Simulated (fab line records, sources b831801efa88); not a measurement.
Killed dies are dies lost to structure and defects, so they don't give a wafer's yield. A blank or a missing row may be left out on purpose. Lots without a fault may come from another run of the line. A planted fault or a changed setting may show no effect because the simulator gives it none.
Chamber matching | flow sky130 | SKY_CAPM_CVD_00 on pecvd-04: 3 sister chambers
The step deposits SiO2, target thk 15.5 nm. 14 wafers are shown with their chamber, then 7 later ones without.

WAFERS WITH THEIR CHAMBER
wafer  | chamber | heater_power_w (W)
L902.2 | 2       | 729
L902.3 | 1       | 716
L902.5 | 0       | 589
L905.1 | 0       | 681
L905.2 | 2       | 737
L905.3 | 1       | 681
L907.2 | 1       | 722
L907.4 | 2       | 735
L907.6 | 0       | 625
L910.1 | 1       | 711
L910.4 | 0       | 657
L910.5 | 1       | 718
L918.2 | 0       | 652
L918.4 | 0       | 667

SIGNATURES (means of the wafers above)
reading        | chamber 0 | chamber 1 | chamber 2 | scatter within a chamber
heater_power_w | 645.17    | 709.60    | 733.67    | 24.5
Rule: a wafer's distance from a chamber is the root of the sum, over the readings, of the square of ((its reading less the chamber's mean) divided by the reading's scatter). The wafer belongs to the nearest chamber; if the next one is less than 2 further off, it can't be placed. The scatter: the root of (the sum of the squares of (reading less its chamber's mean) over the shown wafers, divided by (wafers less chambers)).

WAFERS WITHOUT THEIR CHAMBER
wafer  | heater_power_w (W)
L918.6 | 662
L923.1 | 573
L923.4 | 687
L923.6 | 585
L924.2 | 657
L924.5 | 608
L924.6 | 659

WHICH CHAMBER EACH WENT THROUGH
wafer  | from the rows above          | in truth
L918.6 | can't be placed: 0 or 1      | 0
L923.1 | 0                            | 0
L923.4 | can't be placed: 1 or 0 or 2 | 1
L923.6 | 0                            | 0
L924.2 | can't be placed: 0 or 1      | 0
L924.5 | 0                            | 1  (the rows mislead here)
L924.6 | can't be placed: 0 or 1      | 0
Placed correctly: 2 of 7. Can't be placed from these rows: 4 (the true chamber is among the candidates in 4). Placed wrongly: 1.
